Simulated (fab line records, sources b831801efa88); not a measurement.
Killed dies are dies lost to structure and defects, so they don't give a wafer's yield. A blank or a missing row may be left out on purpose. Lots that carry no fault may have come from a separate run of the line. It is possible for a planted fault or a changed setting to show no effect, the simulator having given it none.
fab line records + flow sky130
[record]
- lots = 11
- wafers = 33
- last-day = 50
route steps=708 shown SD_P@327 LI_CONTACT@378
lots with no fault: from the same line, run without faults
start-h: the number of hours between the record's first day and the start of the first shown wafer of the lot + wait-h: time in hours since the lot's previous step + " repeats the value in the row above + L1.1+2: one row covering several wafers at once + - either no value or no given start + * or withheld: withheld + < > ~ a bound
route shown NAME@n: NAME is a module with steps in the file, n the number in the route of the first one + usual: the fault-free wafers' mean and standard deviation + same: alike in all rows + chamber/n: place in a boat + sites: readings site by site + _std_site: the values' standard deviation + _edge_site: the outer-site mean with the inner-site mean subtracted + radius-mm: how far each site lies from the wafer's centre + mask NAME#n: copy n + behind: tool/chamber where the wafer was last shaped + hold: reason for holding the lot/hours on hold/outcome of the hold + device: the n, p or np transistor that did not switch + end of line: the tests these same wafers got at the end of their route + where a step has no rows: the recipe by itself + killed: the dies lost at the first sort to structure and to defects; this is not the yield of the wafer + map: the dies of a wafer, with x for killed, . for not killed, _ for no die there
set.NAME: the setting that was run; set.NAME@STEP: the one run at that earlier step + model.NAME: the simulator's own value behind a step, which no gauge read
one table for each step of the route and one row for each wafer, over a sample of lots
services: the hour from which a tool's chamber was out of use, counted from the record's first day as start-h (under 0 if before that day), plus the number of hours and why
[[steps]]
[step SKY_SD_P_CD_MEAS_07]
[recipe]
- target-cd-nm = 380
[usual]
- cd-nm = 379.4/2.7
| lot.wafer | tool      | chamber | start-h | wait-h | cd-nm |
|-----------|-----------|---------|---------|--------|-------|
| L776.1    | cd-sem-02 | -       | 597.59  | 0.1    | 378.0 |
| L776.3    | "         | -       | "       | "      | 379.2 |
| L776.5    | "         | -       | "       | "      | 379.6 |
| L775.1    | cd-sem-02 | -       | 601.27  | 0.1    | 382.1 |
| L775.2    | "         | -       | "       | "      | 381.5 |
| L775.4    | "         | -       | "       | "      | 381.2 |
| L777.1    | cd-sem-01 | -       | 608.76  | 0.1    | 376.3 |
| L777.2    | "         | -       | "       | "      | 378.0 |
| L777.6    | "         | -       | "       | "      | 376.9 |
| L778.1    | cd-sem-02 | -       | 611.02  | 0.1    | 379.3 |
| L778.3    | "         | -       | "       | "      | 379.8 |
| L778.6    | "         | -       | "       | "      | 377.1 |
| L779.1    | cd-sem-01 | -       | 619.04  | 0.1    | 379.6 |
| L779.4    | "         | -       | "       | "      | 379.0 |
| L779.5    | "         | -       | "       | "      | 382.4 |
| L783.2    | cd-sem-02 | -       | 700.26  | 0.1    | 378.2 |
| L783.4    | "         | -       | "       | "      | 380.1 |
| L783.5    | "         | -       | "       | "      | 377.5 |
| L786.3    | cd-sem-02 | -       | 724.06  | 0.1    | 377.4 |
| L786.4    | "         | -       | "       | "      | 380.0 |
| L786.5    | "         | -       | "       | "      | 375.5 |
| L790.1    | cd-sem-01 | -       | 738.36  | 0.1    | 379.3 |
| L790.2    | "         | -       | "       | "      | 377.3 |
| L790.4    | "         | -       | "       | "      | 375.5 |
| L793.2    | cd-sem-01 | -       | 746.49  | 0.1    | 383.3 |
| L793.3    | "         | -       | "       | "      | 380.8 |
| L793.4    | "         | -       | "       | "      | 380.1 |
| L792.2    | cd-sem-02 | -       | 748.23  | 0.1    | 382.8 |
| L792.3    | "         | -       | "       | "      | 378.5 |
| L792.5    | "         | -       | "       | "      | 379.8 |
| L797.4    | cd-sem-02 | -       | 763.48  | 0.1    | 379.4 |
| L797.5    | "         | -       | "       | "      | 377.9 |
| L797.6    | "         | -       | "       | "      | 379.1 |
[step SKY_LI_CONTACT_STRIP_16]
[recipe]
- chemistry = O2/N2
- power-w = 1400
- pressure-mtorr = 1500
- platen-temp-c = withheld
- o2-flow-sccm = 3000
- n2-flow-sccm = 300
- overash-fraction = 0.5
[usual]
- drypump-motor-current-A = 5.6/0.43
- oes-product-au = 0.375/0.0044
- strip-time-to-endpoint-s = 3.504/0.022
| lot.wafer | tool            | chamber | start-h | wait-h | drypump-motor-current-A | oes-product-au | rf-hours-counter-h | strip-time-to-endpoint-s |
|-----------|-----------------|---------|---------|--------|-------------------------|----------------|--------------------|--------------------------|
| L776.1    | plasma-asher-02 | 0       | 686.85  | -      | 6.1                     | 0.378          | 86                 | 3.499                    |
| L776.3    | "               | 1       | "       | "      | 5.2                     | 0.379          | -                  | 3.506                    |
| L776.5    | "               | 0       | "       | "      | 6.1                     | 0.382          | -                  | 3.506                    |
| L775.1    | plasma-asher-04 | 0       | 688.31  | -      | 5.8                     | 0.376          | 95                 | 3.480                    |
| L775.2    | "               | 1       | "       | "      | 5.2                     | 0.378          | 95                 | 3.511                    |
| L775.4    | "               | 1       | "       | "      | 5.2                     | 0.386          | -                  | 3.518                    |
| L777.1    | plasma-asher-04 | 1       | 696.58  | -      | 5.2                     | 0.371          | 96                 | 3.520                    |
| L777.2    | "               | 0       | "       | "      | 5.7                     | 0.370          | 96                 | 3.482                    |
| L777.6    | "               | 1       | "       | "      | 5.2                     | 0.378          | -                  | 3.468                    |
| L778.1    | plasma-asher-03 | 0       | 698.05  | -      | 5.2                     | 0.372          | 26                 | 3.466                    |
| L778.3    | "               | 0       | "       | "      | 5.2                     | 0.379          | -                  | 3.509                    |
| L778.6    | "               | 1       | "       | "      | 6.3                     | 0.372          | -                  | 3.485                    |
| L779.1    | plasma-asher-02 | 1       | 707.10  | -      | 5.2                     | 0.379          | 88                 | 3.503                    |
| L779.4    | "               | 1       | "       | "      | 5.2                     | 0.370          | -                  | 3.528                    |
| L779.5    | "               | 0       | "       | "      | 6.1                     | 0.374          | -                  | 3.480                    |
| L783.2    | plasma-asher-03 | 1       | 784.46  | -      | 6.2                     | 0.379          | 35                 | 3.491                    |
| L783.4    | "               | 0       | "       | "      | 5.2                     | 0.377          | -                  | 3.514                    |
| L783.5    | "               | 1       | "       | "      | 6.2                     | 0.371          | -                  | 3.481                    |
| L786.3    | plasma-asher-02 | 1       | 807.31  | -      | 5.2                     | 0.379          | -                  | 3.518                    |
| L786.4    | "               | 0       | "       | "      | 6.1                     | 0.377          | -                  | 3.556                    |
| L786.5    | "               | 1       | "       | "      | 5.2                     | 0.380          | -                  | 3.540                    |
| L790.1    | plasma-asher-03 | 1       | 821.71  | -      | 6.2                     | 0.377          | 38                 | 3.531                    |
| L790.2    | "               | 0       | "       | "      | 5.2                     | 0.384          | 38                 | 3.520                    |
| L790.4    | "               | 0       | "       | "      | 5.3                     | 0.376          | -                  | 3.493                    |
| L793.2    | plasma-asher-02 | 0       | 828.05  | -      | 6.1                     | 0.380          | 99                 | 3.534                    |
| L793.3    | "               | 0       | "       | "      | 6.1                     | 0.371          | -                  | 3.525                    |
| L793.4    | "               | 1       | "       | "      | 5.2                     | 0.378          | -                  | 3.523                    |
| L792.2    | plasma-asher-03 | 1       | 830.10  | -      | 6.2                     | 0.373          | 39                 | 3.480                    |
| L792.3    | "               | 1       | "       | "      | 6.2                     | 0.370          | -                  | 3.476                    |
| L792.5    | "               | 0       | "       | "      | 5.2                     | 0.369          | -                  | 3.496                    |
| L797.4    | plasma-asher-02 | 0       | 846.44  | -      | 6.1                     | 0.372          | -                  | 3.466                    |
| L797.5    | "               | 1       | "       | "      | 5.2                     | 0.379          | -                  | 3.479                    |
| L797.6    | "               | 0       | "       | "      | 6.1                     | 0.376          | -                  | 3.477                    |
[step SKY_LI_CONTACT_SPUTTER_20]
[recipe]
- material = TiN
- target-thk-nm = 20
- chamber-pressure-pa = 5
- power-w = 4000
- time-s = 80
[usual]
- throttle-valve-pct = 30.1/0.92
| lot.wafer | tool           | chamber | start-h | wait-h | throttle-valve-pct |
|-----------|----------------|---------|---------|--------|--------------------|
| L776.1    | pvd-sputter-02 | -       | 687.26  | 0.0    | 30.9               |
| L776.3    | "              | -       | "       | "      | 31.2               |
| L776.5    | "              | -       | "       | "      | 31.0               |
| L775.1    | pvd-sputter-02 | -       | 688.68  | 0.0    | 30.2               |
| L775.2    | "              | -       | "       | "      | 29.1               |
| L775.4    | "              | -       | "       | "      | 30.6               |
| L777.1    | pvd-sputter-02 | -       | 696.95  | 0.0    | 29.4               |
| L777.2    | "              | -       | "       | "      | 30.2               |
| L777.6    | "              | -       | "       | "      | 30.8               |
| L778.1    | pvd-sputter-03 | -       | 698.44  | 0.0    | 29.1               |
| L778.3    | "              | -       | "       | "      | 28.4               |
| L778.6    | "              | -       | "       | "      | 29.2               |
| L779.1    | pvd-sputter-02 | -       | 707.47  | 0.0    | 28.9               |
| L779.4    | "              | -       | "       | "      | 31.0               |
| L779.5    | "              | -       | "       | "      | 30.8               |
| L783.2    | pvd-sputter-02 | -       | 784.84  | 0.0    | 30.1               |
| L783.4    | "              | -       | "       | "      | 29.1               |
| L783.5    | "              | -       | "       | "      | 29.2               |
| L786.3    | pvd-sputter-03 | -       | 807.65  | 0.0    | 30.0               |
| L786.4    | "              | -       | "       | "      | 28.9               |
| L786.5    | "              | -       | "       | "      | 31.2               |
| L790.1    | pvd-sputter-03 | -       | 822.09  | 0.0    | 31.2               |
| L790.2    | "              | -       | "       | "      | 28.5               |
| L790.4    | "              | -       | "       | "      | 28.8               |
| L793.2    | pvd-sputter-02 | -       | 828.42  | 0.0    | 30.9               |
| L793.3    | "              | -       | "       | "      | 31.2               |
| L793.4    | "              | -       | "       | "      | 30.2               |
| L792.2    | pvd-sputter-03 | -       | 830.47  | 0.0    | 31.1               |
| L792.3    | "              | -       | "       | "      | 29.5               |
| L792.5    | "              | -       | "       | "      | 28.3               |
| L797.4    | pvd-sputter-03 | -       | 846.79  | 0.0    | 29.6               |
| L797.5    | "              | -       | "       | "      | 28.6               |
| L797.6    | "              | -       | "       | "      | 29.1               |
[step SKY_LI_CONTACT_CVD_21]
[recipe]
- material = W
- target-thk-nm = 400
- time-s = 120.56
- temp-c = 400
- pressure-torr = 40
[usual]
- chamber-pressure-Torr = 39.98/0.076
- heater-power-w = 820/97
| lot.wafer | tool     | chamber | start-h | wait-h | chamber-pressure-Torr | heater-power-w |
|-----------|----------|---------|---------|--------|-----------------------|----------------|
| L776.1    | cvd-w-01 | 0       | 687.32  | 0.0    | 39.98                 | 766            |
| L776.3    | "        | 1       | "       | "      | 40.08                 | 964            |
| L776.5    | "        | 0       | "       | "      | 40.08                 | 763            |
| L775.1    | cvd-w-02 | 0       | 688.75  | 0.0    | 39.94                 | 762            |
| L775.2    | "        | 1       | "       | "      | 39.89                 | 769            |
| L775.4    | "        | 0       | "       | "      | 39.92                 | 769            |
| L777.1    | cvd-w-01 | 1       | 697.01  | 0.0    | 40.03                 | 987            |
| L777.2    | "        | 0       | "       | "      | 39.76                 | 762            |
| L777.6    | "        | 1       | "       | "      | 40.15                 | 975            |
| L778.1    | cvd-w-02 | 0       | 698.50  | 0.0    | 40.00                 | 738            |
| L778.3    | "        | 0       | "       | "      | 39.95                 | 754            |
| L778.6    | "        | 1       | "       | "      | 39.96                 | 760            |
| L779.1    | cvd-w-02 | 0       | 707.53  | 0.0    | 39.95                 | 756            |
| L779.4    | "        | 0       | "       | "      | 40.13                 | 758            |
| L779.5    | "        | 0       | "       | "      | 39.93                 | 762            |
| L783.2    | cvd-w-01 | 0       | 784.90  | 0.0    | 38.63                 | 764            |
| L783.4    | "        | 0       | "       | "      | 38.64                 | 755            |
| L783.5    | "        | 1       | "       | "      | 40.13                 | 970            |
| L786.3    | cvd-w-01 | 1       | 807.75  | 0.1    | 39.86                 | 979            |
| L786.4    | "        | 0       | "       | "      | 38.63                 | 762            |
| L786.5    | "        | 0       | "       | "      | 38.70                 | 780            |
| L790.1    | cvd-w-02 | 0       | 822.15  | 0.0    | 40.03                 | 767            |
| L790.2    | "        | 1       | "       | "      | 40.06                 | 751            |
| L790.4    | "        | 1       | "       | "      | 39.93                 | 754            |
| L793.2    | cvd-w-02 | 1       | 828.48  | 0.0    | 39.84                 | 769            |
| L793.3    | "        | 0       | "       | "      | 39.91                 | 768            |
| L793.4    | "        | 1       | "       | "      | 39.93                 | 745            |
| L792.2    | cvd-w-02 | 1       | 830.53  | 0.0    | 39.96                 | 771            |
| L792.3    | "        | 0       | "       | "      | 39.88                 | 768            |
| L792.5    | "        | 1       | "       | "      | 40.00                 | 775            |
| L797.4    | cvd-w-02 | 0       | 846.89  | 0.1    | 39.86                 | 767            |
| L797.5    | "        | 0       | "       | "      | 40.05                 | 762            |
| L797.6    | "        | 1       | "       | "      | 39.91                 | 754            |
[[services]]
| tool            | chamber | start-h | hours | kind       |
|-----------------|---------|---------|-------|------------|
| pvd-sputter-02  | -       | 682.68  | 0.7   | repair     |
| cvd-w-01        | 1       | 700.12  | 15.2  | repair     |
| cvd-w-01        | -       | 724.68  | 0.9   | repair     |
| plasma-asher-02 | -       | 730.23  | 6.6   | repair     |
| cvd-w-02        | 1       | 733.72  | 6.7   | repair     |
| plasma-asher-04 | -       | 733.77  | 9.0   | pm         |
| plasma-asher-04 | 0       | 733.77  | 9.0   | vent-cycle |
| plasma-asher-04 | 1       | 733.77  | 9.0   | vent-cycle |
| pvd-sputter-03  | -       | 733.95  | 5.3   | repair     |
| plasma-asher-04 | 0       | 742.77  | -     | clean      |
| plasma-asher-04 | 1       | 742.77  | -     | clean      |
| plasma-asher-04 | -       | 751.52  | 1.1   | repair     |
| cvd-w-01        | -       | 761.34  | 1.2   | repair     |
| plasma-asher-04 | -       | 791.93  | 2.8   | repair     |
| plasma-asher-03 | -       | 799.73  | 8.2   | pm         |
| plasma-asher-02 | -       | 810.22  | 2.3   | repair     |
| pvd-sputter-02  | -       | 830.20  | 2.3   | repair     |
| cvd-w-01        | -       | 833.26  | 1.5   | repair     |
| cvd-w-02        | -       | 835.10  | 4.3   | pm         |
| plasma-asher-02 | -       | 839.82  | 0.3   | repair     |
[[key]]
[first-sign]
- step = SKY_LI_CONTACT_CVD_21
- reading = chamber-pressure-Torr
- direction = down
- sigmas = 18
- usual = 39.98
- struck = 38.65
effect none on later readings
met-at SKY_LI_CONTACT_CVD_21
struck-lots L783,L786
struck-wafers L783.2,L783.4,L786.4,L786.5
tester-left-out L783,L786
not-acting-at SKY_SD_P_CD_MEAS_07,SKY_LI_CONTACT_STRIP_16,SKY_LI_CONTACT_SPUTTER_20
onset-between 697.01 784.90
[fault]
- kind = process-parameter-drift
- tool = cvd-w-01
- chamber = 0
- onset-h = 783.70
- steps = SKY_LI_CONTACT_CVD_21
- channel = pressure-torr
- offset = -1.3074
- shape = step
- end-h = 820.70
- acts-in = these-recipes-only
- stated = 40
// tester-left-out: of these lots the tester's yield and bins aren't shown, on N5 and GAA mostly nor the transistor test; their killed dies are dies lost to structure and defects alone, not to doping, threshold or leakage, so they don't give the yield
